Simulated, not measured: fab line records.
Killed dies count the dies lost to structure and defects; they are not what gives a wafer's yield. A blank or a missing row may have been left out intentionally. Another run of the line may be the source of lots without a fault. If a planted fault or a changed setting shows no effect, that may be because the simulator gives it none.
The tool behind it: which one? | flow sky130 | 39 wafers from 13 lots sampled at 3 of the route's 708 steps

## WHAT THE GAUGES SHOWED, per wafer
SKY_NWELL_RS_MEAS_29: measurement is done with a four-point probe. Usual: NWELL_RS gives 625.2 ohm/sq (standard deviation 1.7).
lot  | measured     | on            | NWELL_RS (ohm/sq) | flag
L308 | day 6 01:16  | film-metro-04 | 624.8 623.8 626.3 |
L307 | day 6 01:45  | film-metro-03 | 625.2 625.9 624.3 |
L311 | day 6 13:23  | film-metro-03 | 624.3 625.6 625.7 |
L312 | day 6 18:40  | film-metro-01 | 625.2 625.6 624.3 |
L315 | day 7 09:58  | film-metro-03 | 624.2 626.4 624.0 |
L317 | day 7 18:23  | film-metro-04 | 623.6 622.1 623.5 |
L316 | day 7 19:23  | film-metro-01 | 629.0 627.9 629.8 |
L320 | day 8 14:38  | film-metro-01 | 626.4 625.6 625.7 |
L323 | day 9 16:01  | film-metro-01 | 624.4 626.0 624.3 |
L324 | day 9 20:46  | film-metro-03 | 626.0 624.8 624.6 |
L325 | day 9 21:28  | film-metro-04 | 626.2 626.3 626.2 |
L329 | day 11 03:33 | film-metro-04 | 625.5 624.6 625.1 |
L330 | day 11 10:55 | film-metro-03 | 622.5 623.0 622.5 |

SKY_VT_ADJUST_HVTP_CD_MEAS_07: target cd 380 nm. Usual: cd-nm at 379.9 nm, with a standard deviation of 2.8.
lot  | measured     | on        | cd-nm (nm)        | flag
L308 | day 6 19:34  | cd-sem-01 | 379.4 387.1 386.4 |
L307 | day 6 20:34  | cd-sem-01 | 379.7 376.2 376.8 |
L311 | day 7 08:59  | cd-sem-01 | 380.3 378.9 377.5 |
L312 | day 7 14:40  | cd-sem-01 | 377.0 378.0 378.1 |
L315 | day 8 07:46  | cd-sem-01 | 384.2 383.2 381.9 |
L317 | day 8 15:53  | cd-sem-01 | 377.7 376.7 377.8 |
L316 | day 8 16:46  | cd-sem-01 | 377.9 377.3 380.0 |
L320 | day 9 11:28  | cd-sem-02 | 383.4 384.3 383.1 |
L323 | day 10 13:34 | cd-sem-02 | 379.0 380.6 380.0 |
L324 | day 10 18:22 | cd-sem-02 | 378.8 378.1 379.6 |
L325 | day 10 19:33 | cd-sem-01 | 377.0 377.4 378.4 |
L329 | day 12 03:09 | cd-sem-01 | 381.7 380.4 383.9 |
L330 | day 12 10:56 | cd-sem-02 | 378.5 377.7 379.7 |

SKY_VT_ADJUST_HVTR_CD_MEAS_07: target cd 380 nm. Usual: cd-nm at 380.5 nm, with a standard deviation of 2.4.
lot  | measured     | on        | cd-nm (nm)        | flag
L308 | day 10 07:36 | cd-sem-02 | 381.5 384.3 384.4 |
L307 | day 10 08:56 | cd-sem-02 | 379.2 379.5 382.1 |
L311 | day 10 23:23 | cd-sem-02 | 384.7 384.4 384.3 |
L312 | day 11 05:54 | cd-sem-02 | 380.3 383.4 380.7 |
L315 | day 12 00:40 | cd-sem-02 | 377.5 375.4 375.9 |
L317 | day 12 11:41 | cd-sem-01 | 380.0 383.3 381.4 |
L316 | day 12 12:20 | cd-sem-02 | 381.1 381.7 379.8 |
L320 | day 13 11:59 | cd-sem-02 | 379.9 377.5 379.5 |
L323 | day 14 13:30 | cd-sem-01 | 381.6 380.9 382.8 |
L324 | day 14 17:51 | cd-sem-02 | 376.6 375.5 376.5 |
L325 | day 14 19:09 | cd-sem-02 | 381.0 383.5 382.0 |
L329 | day 16 07:49 | cd-sem-01 | 380.2 381.7 380.5 |
L330 | day 16 17:38 | cd-sem-02 | 382.5 381.4 379.3 |

## WHAT TOOL EACH LOT RAN ON (gives the tool, then ch and the chambers of the sampled wafers, and finally the start)
The record shows no process step preceding these readings.

## WHAT THE TOOLS THEMSELVES READ (means of the sampled wafers that have a number; where no wafer has one, the mark that the record gives instead)
The record holds no such reading with a usual standard deviation.

## THE ANSWER, worked out from the rows above alone
Rule: take the mean of a lot's wafers that have a number; if it is more than 3 standard deviations from the usual mean, the lot is off. A lot without any number at a reading at which 4 lots or more have one is off too. The other lots that the step has rows for count as sound. Order of review: gauges by route order, followed by the tools' own readings, for which a lot's mean as printed above is used. The first step at which some lot is off is used, and at that step the reading that is off furthest; a lot without a number counts as furthest.
Nothing can be told from this: no lot is off at any reading shown.

## WHAT THE SIMULATOR HAD PUT IN
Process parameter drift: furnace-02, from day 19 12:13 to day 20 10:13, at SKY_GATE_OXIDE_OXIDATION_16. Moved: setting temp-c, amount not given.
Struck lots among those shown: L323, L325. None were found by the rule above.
